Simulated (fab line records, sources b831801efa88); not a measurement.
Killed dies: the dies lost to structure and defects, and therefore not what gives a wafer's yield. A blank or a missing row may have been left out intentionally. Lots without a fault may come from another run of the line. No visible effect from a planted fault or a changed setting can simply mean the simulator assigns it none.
Matching of chambers | flow gf180mcu | GF_V2_CMP_04 on cmp-02 has 4 sister chambers
The step polishes SiO2. 16 wafers are shown with their chamber, then 8 later ones without.

## WAFERS PAIRED WITH THEIR CHAMBERS
wafer  | chamber | motor-current-A (A) | time-to-endpoint-s (s) | platen-rpm (rpm)
L293.2 | 2       | 10.1                | 76                     | 60.04
L293.3 | 1       | 12.7                | 84                     | 60.00
L293.4 | 0       | 13.5                | 83                     | 59.96
L297.2 | 0       | 13.0                | 81                     | 59.94
L297.4 | 1       | 12.8                | 86                     | 60.01
L297.6 | 1       | 12.8                | 82                     | 59.97
L299.1 | 2       | 9.9                 | 80                     | 59.97
L299.3 | 1       | 12.0                | 85                     | 60.02
L299.5 | 0       | 13.2                | 90                     | 59.99
L300.1 | 2       | 10.3                | 81                     | 60.07
L300.3 | 0       | 12.7                | 77                     | 60.00
L300.5 | 1       | 13.7                | 84                     | 60.04
L302.3 | 2       | 9.6                 | 82                     | 60.01
L302.5 | 0       | 13.2                | 84                     | 60.05
L302.6 | 1       | 12.7                | 86                     | 60.07
L312.3 | 3       | 10.2                | 76                     | 60.08

SIGNATURES (averages over the wafers above)
reading            | chamber 0 | chamber 1 | chamber 2 | chamber 3 | scatter within a chamber
motor-current-A    | 13.120    | 12.783    | 9.975     | 10.200    | 0.417
time-to-endpoint-s | 83.00     | 84.50     | 79.75     | 76.00     | 3.19
platen-rpm         | 59.9880   | 60.0183   | 60.0225   | 60.0800   | 0.0392
Rule: a wafer lies at a distance from a chamber equal to the root of the sum of squares, over the readings, of (its reading less the chamber's mean, divided by the reading's scatter). If the next closest chamber is less than 2 further off than the closest, the wafer can't be placed; otherwise it belongs to the closest. The scatter: take each reading less its chamber's mean, square it, sum over the shown wafers, divide by the number of wafers less the number of chambers, and take the root.

## WAFERS MISSING THEIR CHAMBER
wafer  | motor-current-A (A) | time-to-endpoint-s (s) | platen-rpm (rpm)
L312.4 | 12.9                | 79                     | 60.04
L312.6 | 13.3                | 80                     | 60.00
L313.1 | 13.7                | 64                     | 59.97
L313.2 | 9.8                 | 69                     | 59.91
L313.3 | 13.6                | 72                     | 60.04
L315.2 | 13.0                | 68                     | 60.09
L315.4 | 10.2                | 84                     | 59.86
L315.6 | 10.0                | 84                     | 59.97

## WHICH CHAMBER EACH WENT THROUGH
wafer  | from the rows above          | in truth
L312.4 | can't be placed: 1 or 0      | 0
L312.6 | can't be placed: 0 or 1      | 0
L313.1 | can't be placed: 0 or 1      | 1
L313.2 | can't be placed: 2 or 3      | 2
L313.3 | can't be placed: 0 or 1      | 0
L315.2 | can't be placed: 0 or 1 or 3 | 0
L315.4 | can't be placed: 2 or 3      | 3
L315.6 | can't be placed: 2 or 3      | 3
Correct placement for 0 of the 8. Can't be placed from these rows: 8 (the true chamber is among the candidates in 8). Wrongly placed: 0.
